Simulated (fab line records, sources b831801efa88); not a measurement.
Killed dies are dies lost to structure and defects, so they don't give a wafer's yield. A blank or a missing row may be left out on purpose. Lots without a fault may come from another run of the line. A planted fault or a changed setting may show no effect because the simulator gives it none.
Which tool did it? | flow sky130 | 11 lots, 33 wafers sampled, at 1 step of a route of 708

WHAT THE GAUGES READ, wafer by wafer
SKY_SONOS_ONO_THK_MEAS_05.
lot  | measured     | on            | SONOS_ONO_CVD_04_THK (nm)
L601 | day 11 23:38 | film_metro-04 | 5.62 5.64 5.77
L603 | day 12 22:30 | film_metro-03 | 5.72 5.68 5.61
L605 | day 13 08:31 | film_metro-04 | 5.63 5.41 5.59
L607 | day 14 06:53 | film_metro-04 | 5.78 5.77 5.81
L608 | day 14 12:18 | film_metro-01 | 5.67 5.59 5.63
L610 | day 14 23:50 | film_metro-04 | 5.73 5.76 5.70
L612 | day 15 22:53 | film_metro-04 | 5.63 5.64 5.73
L613 | day 16 04:26 | film_metro-03 | 5.67 5.60 5.64
L620 | day 18 08:55 | film_metro-01 | 5.77 5.67 5.72
L621 | day 18 16:26 | film_metro-04 | 5.91 5.77 5.85
L623 | day 19 08:16 | film_metro-04 | 5.93 5.91 5.96

WHICH TOOL RAN EACH LOT (tool, then ch and the chambers of the sampled wafers, then the start)
The record holds no process step before these readings.

THE ANSWER, worked out from the rows above alone
Rule: what is usual is taken from the lots themselves. Put in order of their means at a reading, lots are off if they are a third of the lots or fewer, leave a main group of 4 or more, and stand apart from it by a gap of 3 or more times the standard deviation of the main group's means; of several such gaps the widest counts. A main group whose means are all the same, to the digits that the tables above print for the reading, isn't used. A lot without any number at a reading at which 4 lots or more have one is off too. The other lots that the step has rows for count as sound.
No lot is off at any reading shown: from this, nothing can be told.

WHAT THE SIMULATOR HAD PUT IN
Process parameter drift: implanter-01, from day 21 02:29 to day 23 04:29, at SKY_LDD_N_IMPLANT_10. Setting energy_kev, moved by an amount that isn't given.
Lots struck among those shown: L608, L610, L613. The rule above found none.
